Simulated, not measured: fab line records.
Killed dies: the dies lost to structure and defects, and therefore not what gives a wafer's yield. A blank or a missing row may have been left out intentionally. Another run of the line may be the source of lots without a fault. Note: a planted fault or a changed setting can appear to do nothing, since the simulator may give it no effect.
A struck lot beside a sound one + flow gf180mcu + 14 steps out of a route of 602
Sound: these wafers, L338.2, L338.3, L338.5. Wafers struck: L346.1, L346.3, L346.5. The cause is given at the end.
At each step with rows: each side's tool, then ch and its chambers, then its first start. Under that, the readings that differ: sound wafers + struck wafers + difference of the means + sigmas: that difference in standard deviations of wafers without a fault.
alike: words and numbers the same on both sides, and readings whose means are apart by under 2 such deviations; not compared: readings that were withheld, readings missing a value for some wafer, numbers with overlapping values and no deviation given by the record, and bounds like >300 which may hide the same value.
A row with sigmas, a row that says differs or no value, or rows on one side alone: a step with any of these is where the two part. Numbers that have no deviation but don't overlap get no sigmas and don't part them. A reading that every wafer of one side lacks parts them only if that side has two wafers or more.

GF_V4_STRIP_18: strips in O2/N2.
  sound on plasma-asher-04 ch 0,1, day 26 10:14; struck on plasma-asher-01 ch 1, day 28 20:20
  alike: drypump-motor-current-A, heater-power-w, oes-product-au
  not compared: rf-hours-counter-h
then, 2 steps without rows for these wafers: GF_V4_STRIP_19 (strips in post etch residue remover, time 1200 s); GF_V4_CLEAN_20 (cleans in DIW).
GF_V4_SPUTTER_21: material Ti, target thk 15 nm, time 80.02 s.
  struck on pvd-sputter-02, day 28 20:52; sound on pvd-sputter-02, day 26 10:46
  alike: cathode-dc-power-W, chamber-pressure-pa, substrate-temp-c, throttle-valve-pct
GF_V4_SPUTTER_22: material TiN, target thk 10 nm, time 40 s.
  struck on pvd-sputter-02, day 28 20:56; sound on pvd-sputter-02, day 26 10:50
  alike: cathode-dc-power-W, chamber-pressure-pa, throttle-valve-pct
then, 1 step without rows for these wafers: GF_V4_CVD_23 (deposits W, target thk 350 nm, time 104.9 s).
GF_V4_RS_MEAS_24: measures by four-point-probe.
  struck on film-metro-01, day 28 21:05; sound on film-metro-01, day 26 11:00
  alike: V4_W_RS
GF_V4_THK_MEAS_25: measures by xrf.
  struck on film-metro-01, day 28 21:12; sound on film-metro-01, day 26 11:07
  alike: V4_W_THK
GF_V4_CMP_26: polishes, stops on SiO2, t overpolish 15 s, target thk 0 nm.
  sound on cmp-01 ch 0,2,3, day 26 11:10; struck on cmp-01 ch 1,2,3, day 28 21:16
  alike: edge-zone-pressure-frac, head-pressure-psi, motor-current-A, overpolish-run-s, retaining-ring-pressure-frac, time-to-endpoint-s
GF_MIM_SPUTTER_00: material Ti, target thk 37.5 nm, time 150 s.
  struck on pvd-sputter-04, day 28 21:34; sound on pvd-sputter-04, day 26 11:28
  alike: cathode-dc-power-W, chamber-pressure-pa, substrate-temp-c, throttle-valve-pct
then, 2 steps without rows for these wafers: GF_MIM_SPUTTER_01 (material TiN, target thk 30 nm, time 25.48 s); GF_MIM_SPUTTER_02 (material AlCu, target thk 450 nm, time 23.9 s).
GF_MIM_SPUTTER_03: material Ti, target thk 10 nm, time 6.7 s.
  struck on pvd-sputter-04, day 28 21:43; sound on pvd-sputter-04, day 26 11:37
  no value came back on the struck wafers for cathode-dc-power-W (W), chamber-pressure-pa (Pa), substrate-temp-c (C), throttle-valve-pct (%); on the sound wafers cathode-dc-power-W (W) reads 3000.2 2999.3 3000.7
then, 1 step without rows for these wafers: GF_MIM_SPUTTER_04 (material TiN, target thk 50 nm, time 41.7 s).

## WHERE THEY PART
Within this record, at GF_MIM_SPUTTER_03 only.

WHY: what had been put in by the simulator
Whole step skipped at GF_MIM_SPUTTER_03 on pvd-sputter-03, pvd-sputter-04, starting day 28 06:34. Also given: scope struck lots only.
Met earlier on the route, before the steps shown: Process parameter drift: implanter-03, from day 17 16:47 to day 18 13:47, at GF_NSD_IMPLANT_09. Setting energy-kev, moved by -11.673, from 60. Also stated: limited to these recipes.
